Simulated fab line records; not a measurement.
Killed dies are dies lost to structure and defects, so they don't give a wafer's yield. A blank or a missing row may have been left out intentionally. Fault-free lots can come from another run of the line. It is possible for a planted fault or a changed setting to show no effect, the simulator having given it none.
fab line records + flow sky130
record:
- lots: 6
- wafers: 18
- last-day: 50
route steps=708 shown VT_ADJUST_LVTN@116 VT_ADJUST_NCORE@119
lots that met no fault: from a run of the same line without faults
start-h: the number of hours between the record's first day and the start of the first shown wafer of the lot + wait-h: how many hours have passed since the lot's step before this one + " unchanged from the row above + L1.1+2: a row that stands for several wafers + - no value present, or no start provided + * or withheld: withheld + < > ~ a bound
route shown NAME@n: a module of which the file shows steps, and the number in the route of the first + usual: average and standard deviation across the fault-free wafers + same: alike in all rows + chamber/n: place in a boat + sites: readings site by site + _std_site: standard deviation across them + _edge_site: outer sites' mean less inner sites' + radius-mm: how far each site lies from the wafer's centre + mask NAME#n: copy n + behind: the last tool/chamber to shape the wafer + hold: why the lot went on hold/how many hours it stayed there/how the hold came to an end + device: transistor that didn't switch, given as n, p or np + end of line: the tests these same wafers got at the end of their route + a step with no rows: only its recipe + killed: at the first sort, the dies lost to defects and structure; wafer yield is something else + map: a wafer's dies, marking killed ones x, the rest . and places with no die _
set.NAME: the run value of the setting; set.NAME@STEP: its run value at that earlier step + model.NAME: the simulator's own value behind a step, which no gauge read
lots at selected steps of the route; one table per step, one row per wafer
services: the hour from which a tool's chamber was out of use, counted from the record's first day as start-h (under 0 if before that day), plus the number of hours and why
== steps ==
step: SKY_VT_ADJUST_LVTN_IMPLANT_19
recipe:
- species: B
- energy-kev: 30
- dose-cm2: 6.5e+11
- tilt-deg: withheld
step: SKY_VT_ADJUST_LVTN_STRIP_20
recipe:
- chemistry: O2/N2
- power-w: 1400
- pressure-mtorr: 1500
- platen-temp-c: withheld
- o2-flow-sccm: 3000
- n2-flow-sccm: 300
- overash-fraction: 0.5
usual:
- drypump-motor-current-A: 5.8/0.39
- oes-product-au: 0.715/0.0045
- strip-time-to-endpoint-s: 14.18/0.042
| lot.wafer | tool            | chamber | start-h | wait-h | drypump-motor-current-A | oes-product-au | rf-hours-counter-h | strip-time-to-endpoint-s |
|-----------|-----------------|---------|---------|--------|-------------------------|----------------|--------------------|--------------------------|
| L588.1    | plasma-asher-03 | 1       | 227.15  | 0.1    | 6.3                     | 0.713          | 11                 | 14.20                    |
| L588.3    | "               | 1       | "       | "      | 6.3                     | 0.720          | -                  | 14.20                    |
| L588.5    | "               | 1       | "       | "      | 6.3                     | 0.710          | -                  | 14.21                    |
| L589.1    | plasma-asher-01 | 0       | 237.07  | 0.1    | 6.1                     | 0.718          | 42                 | 14.15                    |
| L589.3    | "               | 0       | "       | "      | 6.1                     | 0.717          | -                  | 14.12                    |
| L589.4    | "               | 1       | "       | "      | 5.2                     | 0.711          | -                  | 14.13                    |
| L594.2    | plasma-asher-01 | 0       | 265.77  | 0.1    | 6.1                     | 0.706          | 45                 | 14.20                    |
| L594.3    | "               | 1       | "       | "      | 5.2                     | 0.715          | -                  | 14.22                    |
| L594.5    | "               | 0       | "       | "      | 6.1                     | 0.716          | -                  | 14.18                    |
| L596.2    | plasma-asher-04 | 1       | 276.70  | 0.1    | 5.7                     | 0.719          | 59                 | 14.15                    |
| L596.5    | "               | 0       | "       | "      | 5.9                     | 0.718          | -                  | 14.19                    |
| L596.6    | "               | 1       | "       | "      | 5.7                     | 0.714          | -                  | 14.18                    |
| L599.3    | plasma-asher-03 | 1       | 301.60  | 0.1    | 6.3                     | 0.711          | -                  | 14.16                    |
| L599.4    | "               | 0       | "       | "      | 5.2                     | 0.715          | -                  | 14.10                    |
| L599.6    | "               | 0       | "       | "      | 5.2                     | 0.713          | -                  | 14.09                    |
| L601.1    | plasma-asher-04 | 1       | 315.95  | 0.1    | 5.8                     | 0.714          | 63                 | 14.13                    |
| L601.3    | "               | 1       | "       | "      | 5.7                     | 0.724          | -                  | 14.15                    |
| L601.5    | "               | 1       | "       | "      | 5.8                     | 0.708          | -                  | 14.12                    |
step: SKY_VT_ADJUST_LVTN_TW_MEAS_21
usual:
- VT_ADJUST_LVTN_2_TW: 189.1/1.4
| lot.wafer | tool          | chamber | start-h | wait-h | VT_ADJUST_LVTN_2_TW |
|-----------|---------------|---------|---------|--------|---------------------|
| L588.1    | film-metro-03 | -       | 227.25  | 0.1    | 189.0               |
| L588.3    | "             | -       | "       | "      | 188.3               |
| L588.5    | "             | -       | "       | "      | 188.7               |
| L589.1    | film-metro-01 | -       | 237.17  | 0.1    | 188.4               |
| L589.3    | "             | -       | "       | "      | 186.3               |
| L589.4    | "             | -       | "       | "      | 188.6               |
| L594.2    | film-metro-03 | -       | 265.88  | 0.1    | 190.3               |
| L594.3    | "             | -       | "       | "      | 190.2               |
| L594.5    | "             | -       | "       | "      | 189.6               |
| L596.2    | film-metro-02 | -       | 276.81  | 0.1    | 189.1               |
| L596.5    | "             | -       | "       | "      | 188.9               |
| L596.6    | "             | -       | "       | "      | 188.2               |
| L599.3    | film-metro-03 | -       | 301.69  | 0.1    | 190.6               |
| L599.4    | "             | -       | "       | "      | 190.0               |
| L599.6    | "             | -       | "       | "      | 190.3               |
| L601.1    | film-metro-01 | -       | 316.05  | 0.1    | 188.5               |
| L601.3    | "             | -       | "       | "      | 188.0               |
| L601.5    | "             | -       | "       | "      | 188.9               |
step: SKY_VT_ADJUST_NCORE_DEHYDRATE_00
recipe:
- temp-c: 200
- time-s: 60
step: SKY_VT_ADJUST_NCORE_HMDS_01
recipe:
- prime-time-s: 60
- prime-temp-c: 120
step: SKY_VT_ADJUST_NCORE_COAT_02
recipe:
- resist: NOVOLAK
- spin-rpm: 3000
- resist-thk-nm: 1140
step: SKY_VT_ADJUST_NCORE_SOFTBAKE_03
recipe:
- temp-c: 90
- time-s: 60
- resist: NOVOLAK
step: SKY_VT_ADJUST_NCORE_EXPOSE_04
recipe:
- mask-id: LVTN_COMPLEMENT_THIN
- na: 0.6
- source-shape: conventional
- sigma-outer: 0.6
- polarization: unpolarized
- target-cd-nm: 380
- dose-mj: 139
step: SKY_VT_ADJUST_NCORE_PEB_05
recipe:
- temp-c: withheld
- time-s: *
- resist: NOVOLAK
step: SKY_VT_ADJUST_NCORE_DEVELOP_06
recipe:
- resist: NOVOLAK
- developer: TMAH
- develop-time-s: 60
- dev-temp-c: 23
step: SKY_VT_ADJUST_NCORE_CD_MEAS_07
recipe:
- target-cd-nm: 380
usual:
- cd-nm: 380.3/3
| lot.wafer | tool      | chamber | start-h | wait-h | cd-nm |
|-----------|-----------|---------|---------|--------|-------|
| L588.1    | cd-sem-01 | -       | 250.36  | 0.1    | 376.5 |
| L588.3    | "         | -       | "       | "      | 378.6 |
| L588.5    | "         | -       | "       | "      | 378.6 |
| L589.1    | cd-sem-02 | -       | 259.82  | 0.1    | 381.8 |
| L589.3    | "         | -       | "       | "      | 381.3 |
| L589.4    | "         | -       | "       | "      | 380.8 |
| L594.2    | cd-sem-01 | -       | 290.74  | 0.1    | 380.9 |
| L594.3    | "         | -       | "       | "      | 382.1 |
| L594.5    | "         | -       | "       | "      | 380.5 |
| L596.2    | cd-sem-01 | -       | 303.06  | 0.2    | 379.0 |
| L596.5    | "         | -       | "       | "      | 378.3 |
| L596.6    | "         | -       | "       | "      | 379.3 |
| L599.3    | cd-sem-01 | -       | 327.85  | 0.1    | 385.3 |
| L599.4    | "         | -       | "       | "      | 385.2 |
| L599.6    | "         | -       | "       | "      | 382.2 |
| L601.1    | cd-sem-02 | -       | 343.07  | 0.1    | 378.5 |
| L601.3    | "         | -       | "       | "      | 378.0 |
| L601.5    | "         | -       | "       | "      | 377.6 |
step: SKY_VT_ADJUST_NCORE_OVL_MEAS_08
usual:
- VT_ADJUST_NCORE_OVL: 0.8/1.4
| lot.wafer | tool       | chamber | start-h | wait-h | VT_ADJUST_NCORE_OVL[nm] |
|-----------|------------|---------|---------|--------|-------------------------|
| L588.1    | overlay-02 | -       | 250.48  | 0.1    | 1.0                     |
| L588.3    | "          | -       | "       | "      | 2.0                     |
| L588.5    | "          | -       | "       | "      | 1.7                     |
| L589.1    | overlay-01 | -       | 259.94  | 0.1    | 1.4                     |
| L589.3    | "          | -       | "       | "      | 1.6                     |
| L589.4    | "          | -       | "       | "      | 1.3                     |
| L594.2    | overlay-01 | -       | 290.84  | 0.1    | -0.2                    |
| L594.3    | "          | -       | "       | "      | 0.5                     |
| L594.5    | "          | -       | "       | "      | -3.3                    |
| L596.2    | overlay-02 | -       | 303.16  | 0.1    | -1.5                    |
| L596.5    | "          | -       | "       | "      | 0.8                     |
| L596.6    | "          | -       | "       | "      | 1.3                     |
| L599.3    | overlay-01 | -       | 327.94  | 0.1    | 0.5                     |
| L599.4    | "          | -       | "       | "      | 1.3                     |
| L599.6    | "          | -       | "       | "      | 0.7                     |
| L601.1    | overlay-02 | -       | 343.19  | 0.1    | 2.4                     |
| L601.3    | "          | -       | "       | "      | 1.0                     |
| L601.5    | "          | -       | "       | "      | 2.4                     |
step: SKY_VT_ADJUST_NCORE_IMPLANT_09
recipe:
- species: B
- energy-kev: 10
- dose-cm2: 2.4e+12
- tilt-deg: withheld
usual:
- beam-energy-keV: 10.001/0.0028
- beam-on-s: 10.01/0.19
| lot.wafer | tool         | chamber | start-h | wait-h | beam-energy-keV | beam-on-s |
|-----------|--------------|---------|---------|--------|-----------------|-----------|
| L588.1    | implanter-04 | -       | 250.52  | 0.0    | -               | -         |
| L588.3    | "            | -       | "       | "      | -               | -         |
| L588.5    | "            | -       | "       | "      | -               | -         |
| L589.1    | implanter-03 | -       | 259.97  | 0.0    | -               | -         |
| L589.3    | "            | -       | "       | "      | -               | -         |
| L589.4    | "            | -       | "       | "      | -               | -         |
| L594.2    | implanter-04 | 0       | 290.90  | 0.0    | 9.9995          | 10.24     |
| L594.3    | "            | 0       | "       | "      | 9.9988          | 10.04     |
| L594.5    | "            | 0       | "       | "      | 9.9955          | 10.27     |
| L596.2    | implanter-04 | 0       | 303.22  | 0.0    | 9.9992          | 9.96      |
| L596.5    | "            | 0       | "       | "      | 10.001          | 10.00     |
| L596.6    | "            | 0       | "       | "      | 10.001          | 9.72      |
| L599.3    | implanter-04 | 0       | 328.02  | 0.1    | 10.002          | 9.99      |
| L599.4    | "            | 0       | "       | "      | 10.003          | 9.99      |
| L599.6    | "            | 0       | "       | "      | 9.9994          | 10.01     |
| L601.1    | implanter-04 | 0       | 343.22  | 0.0    | 9.9991          | 9.92      |
| L601.3    | "            | 0       | "       | "      | 9.9984          | 10.05     |
| L601.5    | "            | 0       | "       | "      | 9.9986          | 10.44     |
step: SKY_VT_ADJUST_NCORE_STRIP_10
recipe:
- chemistry: O2/N2
- power-w: 1400
- pressure-mtorr: 1500
- platen-temp-c: withheld
- o2-flow-sccm: 3000
- n2-flow-sccm: 300
- overash-fraction: 0.5
usual:
- drypump-motor-current-A: 5.7/0.55
- oes-product-au: 0.716/0.0045
- strip-time-to-endpoint-s: 14.19/0.041
| lot.wafer | tool            | chamber | start-h | wait-h | drypump-motor-current-A | oes-product-au | rf-hours-counter-h | strip-time-to-endpoint-s |
|-----------|-----------------|---------|---------|--------|-------------------------|----------------|--------------------|--------------------------|
| L588.1    | plasma-asher-02 | 1       | 250.67  | 0.1    | 6.4                     | 0.715          | 54                 | 14.12                    |
| L588.3    | "               | 1       | "       | "      | 6.4                     | 0.720          | -                  | 14.14                    |
| L588.5    | "               | 0       | "       | "      | 5.1                     | 0.716          | -                  | 14.16                    |
| L589.1    | plasma-asher-01 | 1       | 260.12  | 0.1    | 5.2                     | 0.721          | 45                 | 14.22                    |
| L589.3    | "               | 0       | "       | "      | 6.1                     | 0.717          | -                  | 14.20                    |
| L589.4    | "               | 1       | "       | "      | 5.2                     | 0.719          | -                  | 14.22                    |
| L594.2    | plasma-asher-03 | 1       | 291.02  | 0.1    | 6.3                     | 0.717          | 18                 | 14.25                    |
| L594.3    | "               | 1       | "       | "      | 6.3                     | 0.708          | -                  | 14.22                    |
| L594.5    | "               | 0       | "       | "      | 5.2                     | 0.720          | -                  | 14.23                    |
| L596.2    | plasma-asher-01 | 0       | 303.34  | 0.1    | 6.1                     | 0.711          | 48                 | 14.21                    |
| L596.5    | "               | 1       | "       | "      | 5.2                     | 0.723          | -                  | 14.19                    |
| L596.6    | "               | 0       | "       | "      | 6.1                     | 0.720          | -                  | 14.16                    |
| L599.3    | plasma-asher-03 | 1       | 328.15  | 0.1    | 6.3                     | 0.717          | -                  | 14.21                    |
| L599.4    | "               | 0       | "       | "      | 5.2                     | 0.717          | -                  | 14.26                    |
| L599.6    | "               | 1       | "       | "      | 6.3                     | 0.712          | -                  | 14.24                    |
| L601.1    | plasma-asher-02 | 0       | 343.37  | 0.1    | 5.1                     | 0.714          | 63                 | 14.16                    |
| L601.3    | "               | 0       | "       | "      | 5.1                     | 0.717          | -                  | 14.07                    |
| L601.5    | "               | 1       | "       | "      | 6.5                     | 0.728          | -                  | 14.10                    |
step: SKY_VT_ADJUST_NCORE_TW_MEAS_11
usual:
- VT_ADJUST_NCORE_TW: 218.4/1.8
| lot.wafer | tool          | chamber | start-h | wait-h | VT_ADJUST_NCORE_TW |
|-----------|---------------|---------|---------|--------|--------------------|
| L588.1    | film-metro-02 | -       | 250.77  | 0.1    | 30.0               |
| L588.3    | "             | -       | "       | "      | 30.2               |
| L588.5    | "             | -       | "       | "      | 30.0               |
| L589.1    | film-metro-02 | -       | 260.22  | 0.1    | 30.1               |
| L589.3    | "             | -       | "       | "      | 30.1               |
| L589.4    | "             | -       | "       | "      | 30.1               |
| L594.2    | film-metro-04 | -       | 291.13  | 0.1    | 216.3              |
| L594.3    | "             | -       | "       | "      | 215.7              |
| L594.5    | "             | -       | "       | "      | 216.0              |
| L596.2    | film-metro-01 | -       | 303.45  | 0.1    | 218.8              |
| L596.5    | "             | -       | "       | "      | 219.2              |
| L596.6    | "             | -       | "       | "      | 218.3              |
| L599.3    | film-metro-04 | -       | 328.24  | 0.1    | 217.9              |
| L599.4    | "             | -       | "       | "      | 219.1              |
| L599.6    | "             | -       | "       | "      | 217.8              |
| L601.1    | film-metro-01 | -       | 343.47  | 0.1    | 221.4              |
| L601.3    | "             | -       | "       | "      | 220.3              |
| L601.5    | "             | -       | "       | "      | 219.4              |
== services ==
| tool            | chamber | start-h | hours | kind   |
|-----------------|---------|---------|-------|--------|
| plasma-asher-02 | -       | 204.79  | 2.6   | repair |
| plasma-asher-01 | -       | 226.73  | 4.3   | pm     |
| implanter-03    | -       | 231.05  | 3.2   | repair |
| plasma-asher-04 | -       | 241.92  | 9.0   | repair |
| plasma-asher-02 | -       | 262.18  | 0.8   | repair |
| plasma-asher-01 | -       | 274.47  | 4.6   | repair |
| implanter-04    | -       | 284.62  | 2.9   | repair |
| plasma-asher-01 | -       | 291.46  | 4.9   | repair |
| plasma-asher-04 | -       | 304.45  | 1.4   | repair |
| plasma-asher-04 | -       | 321.44  | 1.1   | repair |
| implanter-03    | -       | 322.37  | 2.4   | repair |
== key ==
first-sign:
- step: SKY_VT_ADJUST_NCORE_IMPLANT_09
- reading: tool-record
- direction: missing
effect:
- step: SKY_VT_ADJUST_NCORE_TW_MEAS_11
- reading: VT_ADJUST_NCORE_TW
- direction: down
- sigmas: 99+
- usual: 218.4
- struck: 30.1
met-at SKY_VT_ADJUST_NCORE_IMPLANT_09
struck-wafers L588.1,L588.3,L588.5,L589.1,L589.3,L589.4
later-rows-left-out L588.1,L588.3,L588.5,L589.1,L589.3,L589.4
sort-left-out L588.1,L588.3,L588.5,L589.1,L589.3,L589.4
tester-left-out L588,L589
fault:
- kind: skipped-step-whole
- tool: implanter-03,implanter-04
- chamber: -
- onset-h: 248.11
- steps: SKY_VT_ADJUST_NCORE_IMPLANT_09
- scope: struck-lots-only
tester-left-out: of these lots the tester's yield and bins aren't shown, on N5 and GAA mostly nor the transistor test; their killed dies are dies lost to structure and defects alone, not to doping, threshold or leakage, so they don't give the yield
sort-left-out: the simulated sort isn't trusted on such a fault, so these wafers' sort isn't shown, and their yield isn't known
later-rows-left-out: the simulator's readings of these wafers behind a module that went badly wrong aren't trusted and aren't shown, but for the sort
